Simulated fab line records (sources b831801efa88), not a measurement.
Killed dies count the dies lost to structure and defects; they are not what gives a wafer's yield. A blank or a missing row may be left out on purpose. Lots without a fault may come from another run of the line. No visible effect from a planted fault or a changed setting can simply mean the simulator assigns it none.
Problem report, 8D (eight disciplines) form, completed by code -- flow gf180mcu -- the parts of the form that need people (team, actions taken, sign-off) are left out

## 1. THE PROBLEM
Mean of cathodeDcPowerW at GF_TOP_METAL_SPUTTER_00: 3776.1 W across 6 wafers in 2 lots; on wafers with no fault it is 4000.1 W (standard deviation 0.63). That is -99 or more standard deviations from the usual mean.
The step: material Ti, target thk 37.5 nm, time 150 s.
Seen first at day 30 18:37 on pvdSputter-02, wafer L826.1. The record holds 18 wafers of 6 lots with a number at this step. The rule behind "out" and "out of limits": a value lying over 4 standard deviations away from the usual mean. All remaining wafers that have a number are taken as sound.

## 2. WHAT IT IS; WHAT IT IS NOT
question,is,is not
which readings at this step,cathodeDcPowerW,throttleValvePct
which lots,"L826, L828","L819, L823, L830, L831"
which wafers of those lots,all that have a number,-
read on which tools,pvdSputter-02,pvdSputter-04
when,from day 30 18:37,"up to then (6 sound wafers); but 6 sound wafers of L830, L831 came after"

## 3. SUSPECTS, AND WHAT RULES EACH OUT
Counting: a tool at a process step up to the reading stays a suspect if it ran every lot that is out and no sound lot after the first of them.
- rieDiel-04 at GF_V5_ETCH_17 (etches SiO2 in C4F8/O2/Ar, stops on TiN, target depth 855 nm): ruled out as a lasting fault. Sound lots L830 ran on it after its first lot that is out, L826 (day 30 17:20). With no start given for some of its lots, GF_V5_ETCH_17 uses the hours and lot order of GF_V5_STRIP_18.
- plasmaAsher-04 at GF_V5_STRIP_18 (strips in O2/N2): kept. It processed each lot that is out, first L826 at day 30 17:20, and no sound lot thereafter; up to then, the last sound lot it processed was L823 at day 29 18:23.
- pvdSputter-02 at GF_TOP_METAL_SPUTTER_00 (material Ti, target thk 37.5 nm, time 150 s): kept. It processed each lot that is out, first L826 at day 30 18:37, and no sound lot thereafter; up to then, the last sound lot it processed was L823 at day 29 19:34. Out on those wafers are its own readings of cathodeDcPowerW.
The count leaves pvdSputter-02 at GF_TOP_METAL_SPUTTER_00 and plasmaAsher-04 at GF_V5_STRIP_18.

## 4. THE CAUSE (what the simulator had put in)
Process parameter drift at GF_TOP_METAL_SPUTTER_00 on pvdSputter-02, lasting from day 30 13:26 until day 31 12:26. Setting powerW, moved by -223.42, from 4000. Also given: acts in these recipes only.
2 suspects survive the count, and this tool is in that group.

## 5. THE EFFECT CHAIN, in route order
Rows list readings where the struck wafers' mean (over those with a number) sits beyond 3 standard deviations from the usual. Scope: only readings with a usual standard deviation given in the record; hours: median across lots of the time from each lot's start at the first step in this table that gives one to its start at this step; sigmas: change in usual standard deviations.
hours,step,reading,usual,on struck wafers,change,sigmas
0,GF_TOP_METAL_SPUTTER_00,cathodeDcPowerW,4000.1 W,3776.1,-224.0,-99 or more
Process steps it contains:
- GF_TOP_METAL_SPUTTER_00: material Ti, target thk 37.5 nm, time 150 s.

## 6. WHAT WOULD HAVE CAUGHT IT SOONER
In this record no reading fell out of limits until day 30 18:37, 5 hours after the fault had begun at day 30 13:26.
